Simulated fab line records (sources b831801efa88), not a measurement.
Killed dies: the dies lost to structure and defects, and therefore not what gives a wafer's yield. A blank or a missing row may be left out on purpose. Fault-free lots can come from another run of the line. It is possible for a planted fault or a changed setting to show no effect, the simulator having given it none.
What tool caused it? :: flow sky130 :: 11 lots with 33 wafers sampled at 2 steps, on a route of 708 steps

WHAT EACH GAUGE READ, for each wafer
SKY_VIA3_CD_MEAS_12: target cd 200 nm.
lot: L396
measured: day 40 14:43
on: cd-sem-02
cd-nm (nm): 200.4 201.7 202.8

lot: L399
measured: day 41 11:42
on: cd-sem-01
cd-nm (nm): 199.9 198.4 199.0

lot: L400
measured: day 41 17:22
on: cd-sem-01
cd-nm (nm): 200.4 199.3 200.3

lot: L401
measured: day 42 03:52
on: cd-sem-02
cd-nm (nm): 200.1 200.8 200.8

lot: L402
measured: day 42 17:13
on: cd-sem-02
cd-nm (nm): 199.8 200.7 199.1

lot: L404
measured: day 43 13:12
on: cd-sem-02
cd-nm (nm): 202.5 201.8 201.8

lot: L405
measured: day 43 16:16
on: cd-sem-02
cd-nm (nm): 198.7 198.9 197.4

lot: L411
measured: day 44 20:00
on: cd-sem-01
cd-nm (nm): 201.3 201.9 200.7

lot: L412
measured: day 45 01:30
on: cd-sem-02
cd-nm (nm): 200.4 199.4 200.3

lot: L416
measured: day 46 03:39
on: cd-sem-02
cd-nm (nm): 198.4 197.2 197.6

lot: L418
measured: day 46 10:36
on: cd-sem-01
cd-nm (nm): 199.9 200.0 199.9

TOOL THAT RAN EACH LOT (tool first, then ch and the chambers of the sampled wafers, then the start)
lot: L396
SKY_METAL3_DESCUM_15: rie-metal-02 ch 0,1, day 39 11:42

lot: L399
SKY_METAL3_DESCUM_15: rie-metal-01 ch 0, day 40 10:03

lot: L400
SKY_METAL3_DESCUM_15: rie-metal-04 ch 0,1, day 40 16:11

lot: L401
SKY_METAL3_DESCUM_15: rie-metal-04 ch 0,1, day 41 01:52

lot: L402
SKY_METAL3_DESCUM_15: rie-metal-01 ch 0,1, day 41 15:54

lot: L404
SKY_METAL3_DESCUM_15: rie-metal-04 ch 0,1, day 42 11:48

lot: L405
SKY_METAL3_DESCUM_15: rie-metal-02 ch 0,1, day 42 15:15

lot: L411
SKY_METAL3_DESCUM_15: rie-metal-02 ch 0,1, day 43 19:41

lot: L412
SKY_METAL3_DESCUM_15: rie-metal-01 ch 0,1, day 44 01:26

lot: L416
SKY_METAL3_DESCUM_15: rie-metal-02 ch 0,1, day 45 03:59

lot: L418
SKY_METAL3_DESCUM_15: rie-metal-02 ch 1, day 45 10:53
- SKY_METAL3_DESCUM_15: chemistry O2, time 8 s.

THE ANSWER, worked out from the rows above alone
Rule: usual is defined by the lots themselves. Put in order of their means at a reading, lots are off if they are a third of the lots or fewer, leave a main group of 4 or more, and stand apart from it by a gap of 3 or more times the standard deviation of the main group's means; of several such gaps the widest counts. The tables above print the reading to a certain number of digits; a main group whose means all agree to those digits is not used. A lot without any number at a reading at which 4 lots or more have one is off too. The other lots that the step has rows for count as sound.
Across all readings shown, no lot is off: no conclusion can be drawn from this.

WHAT WAS PUT IN BY THE SIMULATOR
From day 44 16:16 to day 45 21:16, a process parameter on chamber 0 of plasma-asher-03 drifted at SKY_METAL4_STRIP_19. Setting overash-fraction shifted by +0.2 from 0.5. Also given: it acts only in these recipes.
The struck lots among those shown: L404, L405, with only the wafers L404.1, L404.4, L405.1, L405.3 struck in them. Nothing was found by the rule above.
